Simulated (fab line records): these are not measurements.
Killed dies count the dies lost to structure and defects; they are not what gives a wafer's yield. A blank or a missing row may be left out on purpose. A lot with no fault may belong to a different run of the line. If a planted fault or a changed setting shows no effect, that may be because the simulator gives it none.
Problem report in the 8D (eight disciplines) form, filled by code    flow sky130    the parts of the form that need people (team, actions taken, sign-off) are left out

1. THE PROBLEM
Wafers without a fault read 4.324 s, standard deviation 0.016; strip time to endpoint s at SKY_LDD_N_STRIP_16 reads a mean of 3.905 s on 6 wafers belonging to 2 lots. That is -26 standard deviations from the usual mean.
The step: strips in O2/N2.
Earliest sighting: wafer L388.1 on plasma asher-02 at day 23 23:59. The record holds 36 wafers of 12 lots with a number at this step. By rule, "out" or "out of limits" means more than 4 standard deviations away from the usual mean. The other wafers with a number count as sound.

2. WHAT IT IS, AND WHAT IT ISN'T
question                     is                                is not
which readings at this step  strip time to endpoint s          drypump motor current A, n2 flow sccm
which lots                   L388, L390                        L375, L378, L379, L380, L383, L384, L385, L386, L389, L395
which wafers of those lots   all that have a number            -
read on which tools          plasma asher-01, plasma asher-02  plasma asher-04
when                         from day 23 23:59                 up to then (24 sound wafers); but 6 sound wafers of L389, L395 came after

3. SUSPECTS, AND WHAT RULES EACH OUT
Counting: a tool stays on the suspect list if, at a process step up to the reading, it processed all lots that are out and no sound lot following the first of them.
- litho track-02 at SKY_LDD_N_COAT_02 (resist thk 300 nm): kept. Every lot that is out went through it, starting with L388 (day 23 06:49), and after that it ran no sound lot; the last sound lot it ran before then is L385 (day 22 05:46).
The count leaves litho track-02 at SKY_LDD_N_COAT_02.

4. THE CAUSE (what the simulator had put in)
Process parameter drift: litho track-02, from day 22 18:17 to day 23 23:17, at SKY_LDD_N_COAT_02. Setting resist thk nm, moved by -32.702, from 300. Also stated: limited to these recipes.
This tool alone remained once counting was done.

5. SEQUENCE OF EFFECTS, ordered by route
Rows list readings where the struck wafers' mean (over those with a number) sits beyond 3 standard deviations from the usual. Scope: only readings with a usual standard deviation given in the record; hours: median across lots of the time from each lot's start at the first step in this table that gives one to its start at this step; sigmas: change in usual standard deviations.
hours  step                reading                   usual       on struck wafers  change  sigmas
0      SKY_LDD_N_STRIP_16  oes product au            0.407 a.u.  0.389             -0.018  -4.2
0      SKY_LDD_N_STRIP_16  strip time to endpoint s  4.324 s     3.905             -0.419  -26
Its process steps:
- SKY_LDD_N_STRIP_16: strips in O2/N2.

6. WHAT WOULD HAVE CAUGHT IT SOONER
The fault began at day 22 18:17; the first out-of-limits reading in this record came at day 23 23:59, 30 hours later.
No tool reading at SKY_LDD_N_COAT_02 that has a usual standard deviation in the record was out on any struck wafer, so an alarm limit of 4 standard deviations on those readings would not have fired.
All the lots that are out (2) had begun SKY_LDD_N_COAT_02 on litho track-02 by day 23 23:59. Tool hold at that time: it would have spared none of them.
